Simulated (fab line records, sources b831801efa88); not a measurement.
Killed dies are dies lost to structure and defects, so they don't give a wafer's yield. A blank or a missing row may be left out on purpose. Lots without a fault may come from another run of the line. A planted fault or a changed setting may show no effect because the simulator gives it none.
A struck lot beside a sound one | flow sky130 | 16 steps out of a route of 708
Sound: wafers L856.2, L856.4, L856.6. Struck: wafers L863.1, L863.3, L863.5. The cause comes at the end.
At each step with rows: each side's tool, then ch and its chambers, then its first start. Under that, the readings that differ: sound wafers | struck wafers | difference of the means | sigmas: that difference in standard deviations of wafers without a fault.
alike: readings whose means differ by less than 2 such deviations, and words and numbers that are the same on both sides. not compared: withheld readings, readings that some wafer has no value for, bounds like >300 that may hide the same value, and numbers for which the record gives no deviation and whose values overlap.
The two part at a step that has a row with sigmas, a row that says differs or no value, or rows on one side only. Numbers that don't overlap but have no deviation are shown without sigmas and don't part them. A reading that every wafer of one side lacks parts them only if that side has two wafers or more.

SKY_VT_ADJUST_HVTP_OVL_MEAS_08:
  sound on overlay-02, day 6 12:51; struck on overlay-02, day 8 05:54
  alike: VT_ADJUST_HVTP_OVL
then, 1 step without rows for these wafers: SKY_VT_ADJUST_HVTP_IMPLANT_09.
SKY_VT_ADJUST_HVTP_STRIP_10: strips in O2/N2.
  sound on plasma_asher-01 ch 0,1, day 6 13:02; struck on plasma_asher-04 ch 0,1, day 8 06:05
  alike: drypump_motor_current_A, oes_product_au, strip_time_to_endpoint_s
  not compared: rf_hours_counter_h
SKY_VT_ADJUST_HVTP_TW_MEAS_11:
  sound on film_metro-03, day 6 13:08; struck on film_metro-01, day 8 06:11
  reading           | sound          | struck         | difference | sigmas
  VT_ADJUST_HVTP_TW | 1329 1326 1325 | 1353 1348 1353 | +25        | +3
then, 7 steps without rows for these wafers: SKY_VT_ADJUST_LVTN_DEHYDRATE_00 (time 60 s); SKY_VT_ADJUST_LVTN_HMDS_01 (prime time 60 s); SKY_VT_ADJUST_LVTN_COAT_02 (resist thk 3000 nm); SKY_VT_ADJUST_LVTN_SOFTBAKE_03; SKY_VT_ADJUST_LVTN_EXPOSE_04 (exposes mask NWM COMPLEMENT LESS NATIVE, target cd 840 nm); SKY_VT_ADJUST_LVTN_PEB_05; SKY_VT_ADJUST_LVTN_DEVELOP_06 (develop time 60 s).
SKY_VT_ADJUST_LVTN_OVL_MEAS_07:
  sound on overlay-02, day 7 08:11; struck on overlay-02, day 9 02:55
  alike: VT_ADJUST_LVTN_OVL
SKY_VT_ADJUST_LVTN_IMPLANT_08:
  sound on implanter-02 ch 0, day 7 08:14; struck on implanter-02 ch 0, day 9 02:56
  reading            | sound                            | struck                        | difference | sigmas
  dose_ions_cm2      | 1.5699e+12 1.5676e+12 1.5676e+12 | 7.667e+11 7.676e+11 7.698e+11 | -8.003e+11 | -99 or more
  faraday_current_uA | 8.60 8.92 8.98                   | 4.26 4.26 4.36                | -4.54      | -23
SKY_VT_ADJUST_LVTN_STRIP_09: strips in O2/N2.
  sound on plasma_asher-04 ch 0,1, day 7 08:22; struck on plasma_asher-03 ch 0,1, day 9 03:05
  alike: drypump_motor_current_A, oes_product_au, strip_time_to_endpoint_s
  not compared: rf_hours_counter_h
SKY_VT_ADJUST_LVTN_TW_MEAS_10:
  sound on film_metro-01, day 7 08:28; struck on film_metro-04, day 9 03:25
  reading           | sound             | struck            | difference | sigmas
  VT_ADJUST_LVTN_TW | 239.4 238.6 239.4 | 196.3 194.9 195.5 | -43.6      | -31
  not compared: hold
-- the record jumps here: 39 days lie between the struck wafers' starts before and after (it left off in module VT_ADJUST_LVTN and takes up again in module PAD_OPEN, whose first step shown is number 708 of the route) --
SKY_PAD_OPEN_PROBE_99:
  sound on prober-02, day 46 04:50; struck on prober-01, day 48 05:49
  reading                                | sound                | struck              | difference | sigmas
  model.etest.nfet_01v8_lvt.vt_sat_v (V) | 0.5118 0.5301 0.5284 | 0.494 0.4897 0.4981 | -0.029     |
  model.etest.nfet_01v8_lvt.vt_v (V)     | 0.5991 0.6039 0.5995 | 0.5836 0.5895 0.591 | -0.0128    |
  alike: killed_at_M0_to_M3, killed_at_M4_up, killed_at_contacts, killed_at_front_end, killed_at_other, killed_dies, killed_open, killed_short
  not compared: model.etest.nfet_01v8_lvt.drive_ua_um, model.etest.nfet_01v8_swapped.off_log10_a_um, model.etest.nfet_01v8.off_log10_a_um, model.etest.nfet_01v8_turned.off_log10_a_um, model.etest.nfet_01v8_swapped.vt_sat_v, model.etest.nfet_01v8.vt_sat_v

WHERE THEY PART
First at SKY_VT_ADJUST_HVTP_TW_MEAS_11; last, within this record, at SKY_VT_ADJUST_LVTN_TW_MEAS_10. Later steps at which nothing parts them and some readings are alike: SKY_PAD_OPEN_PROBE_99.

WHY: what the simulator had put in
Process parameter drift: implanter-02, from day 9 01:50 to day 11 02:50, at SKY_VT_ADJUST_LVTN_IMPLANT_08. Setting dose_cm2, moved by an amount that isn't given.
